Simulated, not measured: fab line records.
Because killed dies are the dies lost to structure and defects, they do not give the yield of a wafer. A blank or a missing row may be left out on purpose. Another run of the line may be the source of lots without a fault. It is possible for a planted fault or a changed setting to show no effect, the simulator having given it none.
Which tool was responsible? + flow gf180mcu + 11 lots, 33 wafers sampled, at 7 steps of a route of 602

## WHAT THE GAUGES SHOWED, per wafer
GF_V3_THK_MEAS_25: measures by xrf.
| lot  | measured     | on            | V3_W_THK (nm) |
|------|--------------|---------------|---------------|
| L905 | day 22 11:40 | film_metro-01 | 337 339 336   |
| L906 | day 22 19:44 | film_metro-01 | 342 342 346   |
| L907 | day 23 04:41 | film_metro-03 | 351 355 355   |
| L909 | day 24 04:58 | film_metro-03 | 352 344 350   |
| L910 | day 24 07:56 | film_metro-02 | 359 354 354   |
| L913 | day 25 05:08 | film_metro-03 | 354 356 355   |
| L914 | day 25 13:57 | film_metro-01 | 345 346 341   |
| L918 | day 26 21:40 | film_metro-03 | 347 347 345   |
| L921 | day 27 22:32 | film_metro-02 | 350 354 357   |
| L922 | day 28 01:50 | film_metro-01 | 351 348 349   |
| L923 | day 28 18:58 | film_metro-02 | 356 362 351   |

GF_MIM_RS_MEAS_10: uses a four-point probe to measure.
| lot  | measured     | on            | MIM_ALCU_RS (ohm/sq) |
|------|--------------|---------------|----------------------|
| L905 | day 24 12:34 | film_metro-01 | 0.1576 0.1564 0.1536 |
| L906 | day 24 20:37 | film_metro-03 | 0.1533 0.1538 0.1542 |
| L907 | day 25 05:21 | film_metro-03 | 0.1557 0.1569 0.1553 |
| L909 | day 26 04:14 | film_metro-04 | 0.1569 0.1562 0.1572 |
| L910 | day 26 07:40 | film_metro-04 | 0.1565 0.1582 0.1592 |
| L913 | day 27 03:20 | film_metro-03 | 0.1547 0.1547 0.1562 |
| L914 | day 27 10:35 | film_metro-01 | 0.1555 0.1535 0.1548 |
| L918 | day 28 16:18 | film_metro-03 | 0.1546 0.1545 0.1555 |
| L921 | day 29 17:00 | film_metro-03 | 0.1993 0.1947 0.1990 |
| L922 | day 29 19:44 | film_metro-04 | 0.1974 0.1964 0.1956 |
| L923 | day 30 12:47 | film_metro-04 | 0.1570 0.1557 0.1574 |

GF_MIM_THK_MEAS_11: measures by xrf.
| lot  | measured     | on            | MIM_ALCU_THK (nm) |
|------|--------------|---------------|-------------------|
| L905 | day 24 12:40 | film_metro-01 | 203.4 205.6 209.1 |
| L906 | day 24 20:44 | film_metro-03 | 208.6 208.0 208.0 |
| L907 | day 25 05:28 | film_metro-03 | 206.9 204.9 207.0 |
| L909 | day 26 04:22 | film_metro-04 | 202.0 203.6 202.0 |
| L910 | day 26 07:47 | film_metro-04 | 202.7 200.4 199.2 |
| L913 | day 27 03:26 | film_metro-03 | 205.3 207.4 204.7 |
| L914 | day 27 10:42 | film_metro-01 | 206.3 207.0 205.5 |
| L918 | day 28 16:24 | film_metro-03 | 206.3 206.9 204.5 |
| L921 | day 29 17:07 | film_metro-03 | 162.2 165.2 161.9 |
| L922 | day 29 19:50 | film_metro-04 | 162.2 162.8 161.7 |
| L923 | day 30 12:55 | film_metro-04 | 201.5 202.6 202.1 |

GF_V5_THK_MEAS_01.
| lot  | measured     | on            | V5_CVD_00_THK (nm) |
|------|--------------|---------------|--------------------|
| L905 | day 26 09:29 | film_metro-03 | 321 315 320        |
| L906 | day 26 15:47 | film_metro-03 | 313 310 314        |
| L907 | day 27 00:31 | film_metro-02 | 309 312 313        |
| L909 | day 27 21:21 | film_metro-03 | 311 314 310        |
| L910 | day 28 01:15 | film_metro-02 | 307 309 311        |
| L913 | day 28 21:06 | film_metro-01 | 314 312 314        |
| L914 | day 29 03:15 | film_metro-01 | 309 307 311        |
| L918 | day 30 07:28 | film_metro-02 | 313 313 309        |
| L921 | day 31 06:28 | film_metro-02 | 312 307 306        |
| L922 | day 31 08:26 | film_metro-03 | 308 310 310        |
| L923 | day 32 01:41 | film_metro-03 | 314 313 316        |

## EACH LOT AND THE TOOL THAT RAN IT (in order: tool; ch and the chambers of the sampled wafers; start)
| lot  | GF_V4_SPUTTER_22             | GF_MIM_SPUTTER_08            | GF_MIM_METAL_ETCH_19              |
|------|------------------------------|------------------------------|-----------------------------------|
| L905 | pvd_sputter-04, day 24 11:29 | pvd_sputter-02, day 24 12:29 | rie_metal-03 ch 1, day 25 10:44   |
| L906 | pvd_sputter-04, day 24 19:33 | pvd_sputter-01, day 24 20:32 | rie_metal-01 ch 0,1, day 25 17:44 |
| L907 | pvd_sputter-03, day 25 04:19 | pvd_sputter-03, day 25 05:18 | rie_metal-03 ch 0,1, day 26 02:31 |
| L909 | pvd_sputter-02, day 26 03:10 | pvd_sputter-02, day 26 04:11 | rie_metal-02 ch 0,1, day 27 00:23 |
| L910 | pvd_sputter-03, day 26 06:37 | pvd_sputter-01, day 26 07:36 | rie_metal-01 ch 0,1, day 27 03:58 |
| L913 | pvd_sputter-03, day 27 02:15 | pvd_sputter-02, day 27 03:15 | rie_metal-02 ch 1, day 27 23:35   |
| L914 | pvd_sputter-03, day 27 09:32 | pvd_sputter-01, day 27 10:31 | rie_metal-01 ch 0,1, day 28 06:29 |
| L918 | pvd_sputter-02, day 28 15:13 | pvd_sputter-01, day 28 16:13 | rie_metal-01 ch 0, day 29 11:34   |
| L921 | pvd_sputter-04, day 29 15:56 | pvd_sputter-01, day 29 16:57 | rie_metal-03 ch 0,1, day 30 10:59 |
| L922 | pvd_sputter-04, day 29 18:40 | pvd_sputter-01, day 29 19:39 | rie_metal-02 ch 0,1, day 30 13:27 |
| L923 | pvd_sputter-04, day 30 11:38 | pvd_sputter-03, day 30 12:38 | rie_metal-01 ch 0,1, day 31 07:10 |
- GF_V4_SPUTTER_22: material TiN, target thk 10 nm, time 40 s.
- GF_MIM_SPUTTER_08: material AlCu, target thk 200 nm, time 10.6 s.
- GF_MIM_METAL_ETCH_19: etches the open film in Cl2/BCl3, stops on Si3N4, target depth 324.5 nm, time 54.1 s.

## WHAT THE TOOLS THEMSELVES READ (means of the sampled wafers that have a number; where no wafer has one, the mark that the record gives instead)
GF_V4_SPUTTER_22.
| lot  | tool           | throttle_valve_pct (%) |
|------|----------------|------------------------|
| L905 | pvd_sputter-04 | 31.6                   |
| L906 | pvd_sputter-04 | 30.3                   |
| L907 | pvd_sputter-03 | 29.9                   |
| L909 | pvd_sputter-02 | 29.3                   |
| L910 | pvd_sputter-03 | 29.5                   |
| L913 | pvd_sputter-03 | 30.0                   |
| L914 | pvd_sputter-03 | 30.9                   |
| L918 | pvd_sputter-02 | 29.8                   |
| L921 | pvd_sputter-04 | 31.0                   |
| L922 | pvd_sputter-04 | 31.0                   |
| L923 | pvd_sputter-04 | 31.1                   |

GF_MIM_SPUTTER_08.
| lot  | tool           | throttle_valve_pct (%) |
|------|----------------|------------------------|
| L905 | pvd_sputter-02 | 28.9                   |
| L906 | pvd_sputter-01 | 29.9                   |
| L907 | pvd_sputter-03 | 31.3                   |
| L909 | pvd_sputter-02 | 29.3                   |
| L910 | pvd_sputter-01 | 30.8                   |
| L913 | pvd_sputter-02 | 29.3                   |
| L914 | pvd_sputter-01 | 30.0                   |
| L918 | pvd_sputter-01 | 29.8                   |
| L921 | pvd_sputter-01 | 30.0                   |
| L922 | pvd_sputter-01 | 30.1                   |
| L923 | pvd_sputter-03 | 30.0                   |

GF_MIM_METAL_ETCH_19.
| lot  | tool         | drypump_motor_current_A (A) | oes_product_au (a.u.) | throttle_valve_pct (%) |
|------|--------------|-----------------------------|-----------------------|------------------------|
| L905 | rie_metal-03 | 5.8                         | 0.951                 | 28.275                 |
| L906 | rie_metal-01 | 5.3                         | 0.955                 | 28.259                 |
| L907 | rie_metal-03 | 5.6                         | 0.952                 | 28.282                 |
| L909 | rie_metal-02 | 5.0                         | 0.947                 | 28.275                 |
| L910 | rie_metal-01 | 5.6                         | 0.944                 | 28.277                 |
| L913 | rie_metal-02 | 4.8                         | 0.954                 | 28.269                 |
| L914 | rie_metal-01 | 5.3                         | 0.951                 | 28.275                 |
| L918 | rie_metal-01 | 5.0                         | 0.947                 | 28.268                 |
| L921 | rie_metal-03 | 5.5                         | 0.874                 | 28.361                 |
| L922 | rie_metal-02 | 5.0                         | 0.875                 | 28.353                 |
| L923 | rie_metal-01 | 5.2                         | 0.956                 | 28.263                 |

## THE ANSWER, worked out from the rows above alone
Rule: usual is defined by the lots themselves. Put in order of their means at a reading, lots are off if they are a third of the lots or fewer, leave a main group of 4 or more, and stand apart from it by a gap of 3 or more times the standard deviation of the main group's means; of several such gaps the widest counts. If all means in a main group match to the digits the tables above print for the reading, that group is not used. Also off: a lot with no number at a reading for which 4 or more lots have one. The other lots that the step has rows for count as sound. First the gauges in route order, then the tools' own readings, where a lot's mean is used as printed above. At the first step where some lot is off, the reading lying furthest off is the one used; lots without a number count as furthest.
Off: L921, L922, seen at GF_MIM_RS_MEAS_10 (MIM_ALCU_RS). Main group: mean 0.1557 ohm/sq, sd 0.0012.
If a tool, at a process step before that reading, ran all the lots that are off and no sound lot after the first of them, it fits. Not tried: the gauges at GF_MIM_RS_MEAS_10; whatever is off there is also off at GF_MIM_METAL_ETCH_19, on other tools, and gauge error can't account for it. One candidate fits, namely pvd_sputter-01 at GF_MIM_SPUTTER_08. Its last sound lot is L918 (day 28 16:13), its first lot that is off L921 (day 29 16:57): a fault that began between those two fits.

## WHAT THE SIMULATOR HAD INSERTED
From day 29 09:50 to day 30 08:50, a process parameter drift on pvd_sputter-01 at GF_MIM_SPUTTER_08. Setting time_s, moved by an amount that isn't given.
Struck lots among those shown: L921, L922. The same result came from the rule above.
